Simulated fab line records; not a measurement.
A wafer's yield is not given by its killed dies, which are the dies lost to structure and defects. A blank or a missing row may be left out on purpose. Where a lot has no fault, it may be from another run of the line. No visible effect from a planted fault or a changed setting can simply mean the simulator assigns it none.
Shared-tool check -- flow sky130 -- Lots sampled 14, wafers sampled 42

== THE REASON FOR OPENING IT ==
At SKY_SONOS_ONO_THK_MEAS_05 the reading SONOS_ONO_CVD_04_THK is flagged on 2 of 14 lots. No-fault wafers: 5.75 nm, standard deviation 0.12.
Rule: a lot gets a flag if all its wafers with a number sit over 4 standard deviations from that mean, or if no wafer of it has a number. The other lots count as sound.

lot,measured,on,"SONOS_ONO_CVD_04_THK (nm), wafer by wafer",flag
L434,day 11 18:22,film_metro-02,5.69 5.66 5.64,
L435,day 11 22:32,film_metro-02,5.55 5.73 5.70,
L436,day 12 09:57,film_metro-02,5.79 5.84 5.78,
L437,day 12 16:36,film_metro-02,5.92 5.94 5.88,
L438,day 12 16:37,film_metro-04,5.78 5.90 5.90,
L439,day 13 13:47,film_metro-02,5.64 5.66 5.67,
L440,day 13 15:38,film_metro-02,5.59 5.56 5.63,
L441,day 14 04:55,film_metro-03,5.61 5.68 5.57,
L442,day 14 09:08,film_metro-03,5.83 5.68 5.66,
L443,day 14 16:49,film_metro-02,5.77 5.88 6.01,
L444,day 14 21:50,film_metro-03,5.91 5.81 5.69,
L446,day 15 14:03,film_metro-03,5.48 5.57 5.56,
L449,day 16 18:39,film_metro-02,6.36 6.26 6.26,FLAGGED
L450,day 17 03:08,film_metro-03,6.30 6.45 6.41,FLAGGED
On average the flagged lots' numbers are 6.34 nm, which is +0.59 nm against the usual, or +5 standard deviations.

== TOOL THAT RAN EACH LOT ==
The record holds 2 process steps before the reading, out of a route of 708 steps. Each cell gives the tool, then ch followed by the chambers the sampled wafers passed through, then the start.
lot,flag,SKY_VT_ADJUST_LVTN_STRIP_09,SKY_SONOS_ONO_CVD_04
L434,,"plasma_asher-02 ch 0, day 6 22:34","lpcvd-03 ch 0, day 11 17:05"
L435,,"plasma_asher-01 ch 0,1, day 7 02:17","lpcvd-03 ch 0, day 11 21:17"
L436,,"plasma_asher-03 ch 0,1, day 7 12:47","lpcvd-03 ch 1, day 12 08:42"
L437,,"plasma_asher-02 ch 0,1, day 7 17:49","lpcvd-03 ch 0, day 12 15:21"
L438,,"plasma_asher-01 ch 0,1, day 7 19:07","lpcvd-03 ch 0, day 12 15:21"
L439,,"plasma_asher-03 ch 0,1, day 8 09:23","lpcvd-03 ch 0, day 13 11:54"
L440,,"plasma_asher-03 ch 0,1, day 8 13:37","lpcvd-03 ch 0, day 13 14:23"
L441,,"plasma_asher-03 ch 0,1, day 8 22:52","lpcvd-03 ch 1, day 14 03:40"
L442,,"plasma_asher-02 ch 0,1, day 9 02:01","lpcvd-03 ch 1, day 14 07:53"
L443,,"plasma_asher-02 ch 0,1, day 9 09:17","lpcvd-03 ch 0, day 14 15:34"
L444,,"plasma_asher-03 ch 0,1, day 9 11:40","lpcvd-03 ch 0, day 14 20:34"
L446,,"plasma_asher-03 ch 0,1, day 10 02:21","lpcvd-03 ch 0, day 15 12:48"
L449,FLAGGED,"plasma_asher-03 ch 0,1, day 11 03:51","lpcvd-03 ch 0, day 16 17:24"
L450,FLAGGED,"plasma_asher-03 ch 0,1, day 11 09:21","lpcvd-03 ch 1, day 17 01:52"
What these steps do:
- SKY_VT_ADJUST_LVTN_STRIP_09: strips in O2/N2.
- SKY_SONOS_ONO_CVD_04: deposits SiO2 from SiH4/N2O, target thk 5.7199 nm.
- SKY_SONOS_ONO_THK_MEAS_05

== FLAGGED OVER TOTAL, TOOL BY TOOL (the gauges that took the reading come last) ==
step,tool,lots run,flagged,share of the flagged lots,sound lots run after its first flagged lot
SKY_VT_ADJUST_LVTN_STRIP_09,plasma_asher-01,2,0,none,-
SKY_VT_ADJUST_LVTN_STRIP_09,plasma_asher-02,4,0,none,-
SKY_VT_ADJUST_LVTN_STRIP_09,plasma_asher-03,8,2,all,0
SKY_SONOS_ONO_CVD_04,lpcvd-03,14,2,all,0
SKY_SONOS_ONO_THK_MEAS_05,film_metro-02,8,1,some,0
SKY_SONOS_ONO_THK_MEAS_05,film_metro-03,5,1,some,0
SKY_SONOS_ONO_THK_MEAS_05,film_metro-04,1,0,none,-

== WHAT IS ALLOWED BY THE TABLE ==
2 rows of the table ran every flagged lot: plasma_asher-03 at SKY_VT_ADJUST_LVTN_STRIP_09, lpcvd-03 at SKY_SONOS_ONO_CVD_04.
- plasma_asher-03 at SKY_VT_ADJUST_LVTN_STRIP_09: 2 of its 8 lots flagged. Its last sound lot is L446 (day 10 02:21), its first flagged lot L449 (day 11 03:51): a fault that began between those two fits.
- lpcvd-03 at SKY_SONOS_ONO_CVD_04: 2 of its 14 lots flagged. Its last sound lot is L446 (day 15 12:48), its first flagged lot L449 (day 16 17:24): a fault that began between those two fits. Its own readings lie more than 4 standard deviations out on every wafer of the flagged lots: spike_tc_bottom_C, spike_tc_lower_C, susceptor_temp_C.
These 2 tools cannot be told apart by counting lots, since each of them fits a fault that started at some hour. More lots, or a look at what each step does to the wafer, might.

== WHAT THE SIMULATOR HAD INSERTED ==
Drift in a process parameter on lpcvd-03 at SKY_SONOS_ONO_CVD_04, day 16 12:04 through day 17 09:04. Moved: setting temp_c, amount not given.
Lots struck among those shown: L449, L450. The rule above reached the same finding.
